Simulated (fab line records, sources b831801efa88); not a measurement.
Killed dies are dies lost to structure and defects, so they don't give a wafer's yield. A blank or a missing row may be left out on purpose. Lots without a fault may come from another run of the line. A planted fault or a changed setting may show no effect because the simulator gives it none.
Which tool did it? | flow gf180mcu | 6 lots, 18 wafers sampled, at 2 steps of a route of 602

WHAT THE GAUGES READ, wafer by wafer
GF_SAB_THK_MEAS_01.
lot  | measured     | on            | SAB_CVD_00_THK (nm)
L381 | day 14 18:16 | film_metro-03 | 50.1 50.5 50.4
L389 | day 17 06:58 | film_metro-02 | 48.4 48.4 49.5
L396 | day 20 01:02 | film_metro-03 | 49.1 49.4 49.9
L398 | day 20 12:43 | film_metro-02 | 49.4 49.7 50.0
L400 | day 21 05:40 | film_metro-02 | 49.2 48.6 50.2
L402 | day 21 19:37 | film_metro-02 | 49.7 50.5 50.2

WHICH TOOL RAN EACH LOT (tool, then ch and the chambers of the sampled wafers, then the start)
lot  | GF_VT_IMPLANT_IMPLANT_19
L381 | implanter-04 ch 0, day 6 11:16
L389 | implanter-04 ch 0, day 8 13:53
L396 | implanter-01 ch 0, day 10 13:37
L398 | implanter-03 ch 0, day 10 20:14
L400 | implanter-03 ch 0, day 11 12:42
L402 | implanter-04 ch 0, day 12 00:49
- GF_VT_IMPLANT_IMPLANT_19

THE ANSWER, worked out from the rows above alone
Rule: what is usual is taken from the lots themselves. Put in order of their means at a reading, lots are off if they are a third of the lots or fewer, leave a main group of 4 or more, and stand apart from it by a gap of 3 or more times the standard deviation of the main group's means; of several such gaps the widest counts. A main group whose means are all the same, to the digits that the tables above print for the reading, isn't used. A lot without any number at a reading at which 4 lots or more have one is off too. The other lots that the step has rows for count as sound.
No lot is off at any reading shown: from this, nothing can be told.

WHAT THE SIMULATOR HAD PUT IN
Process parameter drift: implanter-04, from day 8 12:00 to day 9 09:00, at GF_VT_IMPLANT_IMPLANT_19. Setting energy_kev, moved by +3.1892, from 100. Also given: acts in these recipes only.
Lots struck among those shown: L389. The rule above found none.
